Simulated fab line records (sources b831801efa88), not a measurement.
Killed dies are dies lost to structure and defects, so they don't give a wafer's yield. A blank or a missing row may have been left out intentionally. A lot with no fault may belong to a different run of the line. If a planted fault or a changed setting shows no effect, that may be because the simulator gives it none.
Matching of chambers ; flow sky130 ; 4 sister chambers for SKY_LI_CONTACT_CMP_02 on cmp-01
The step polishes PSG. 30 wafers are shown with their chamber, then 12 later ones without.

== WAFERS, EACH WITH ITS CHAMBER ==
wafer;chamber;motor-current-A (A);time-to-endpoint-s (s)
L074.1;2;12.6;30.9
L074.5;1;13.7;31.6
L074.6;2;12.1;32.3
L076.2;3;14.7;31.3
L076.3;0;13.1;30.9
L076.4;2;12.4;31.1
L077.3;0;12.1;32.6
L077.5;2;13.0;32.6
L077.6;1;12.8;28.5
L079.3;1;13.8;29.4
L079.4;2;12.2;31.4
L079.5;0;13.2;33.2
L081.4;3;14.8;30.7
L081.5;3;13.9;32.5
L081.6;0;12.9;30.7
L084.1;0;11.9;29.4
L084.3;1;12.5;25.3
L084.6;3;14.9;28.9
L085.1;0;12.9;30.0
L085.5;0;13.0;30.5
L085.6;1;13.9;26.7
L086.1;0;12.7;33.4
L086.3;3;14.4;31.1
L086.4;1;13.4;30.3
L087.1;0;13.0;31.9
L087.3;1;13.0;30.9
L087.6;1;13.6;29.6
L088.1;2;13.4;28.9
L088.3;1;13.2;27.1
L088.4;0;12.4;26.9

SIGNATURES (means of the wafers above)
reading;chamber 0;chamber 1;chamber 2;chamber 3;scatter within a chamber
motor-current-A;12.720;13.322;12.617;14.540;0.46
time-to-endpoint-s;30.950;28.822;31.200;30.900;1.81
Rule: a wafer's distance from a chamber is the root of the sum, over the readings, of the square of ((its reading less the chamber's mean) divided by the reading's scatter). If the next closest chamber is less than 2 further off than the closest, the wafer can't be placed; otherwise it belongs to the closest. The scatter is the square root of a quotient: the sum, over the shown wafers, of each reading's squared deviation from its chamber's mean, divided by wafers minus chambers.

== WAFERS MISSING THEIR CHAMBER ==
wafer;motor-current-A (A);time-to-endpoint-s (s)
L092.1;12.5;31.0
L092.3;12.9;31.5
L092.5;12.9;28.3
L093.1;13.2;28.5
L093.3;14.8;27.4
L093.5;12.6;27.4
L096.3;13.3;30.6
L096.4;14.0;28.9
L096.5;12.7;30.5
L097.1;12.0;27.7
L097.4;12.9;33.1
L097.5;14.5;29.5

== WHICH CHAMBER EACH WENT THROUGH ==
wafer;from the rows above;in truth
L092.1;can't be placed: 2 or 0 or 1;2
L092.3;can't be placed: 0 or 2 or 1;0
L092.5;can't be placed: 1 or 0 or 2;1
L093.1;can't be placed: 1 or 0 or 2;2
L093.3;can't be placed: 3 or 1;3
L093.5;can't be placed: 1 or 0 or 2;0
L096.3;can't be placed: 1 or 0 or 2 or 3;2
L096.4;can't be placed: 1 or 3 or 0 or 2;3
L096.5;can't be placed: 0 or 2 or 1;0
L097.1;can't be placed: 2 or 0 or 1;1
L097.4;can't be placed: 2 or 0 or 1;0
L097.5;can't be placed: 3 or 1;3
0 of 12 placed correctly. From these rows, 12 cannot be placed; in 12 the true chamber is one of the candidates. Wrongly placed: 0.
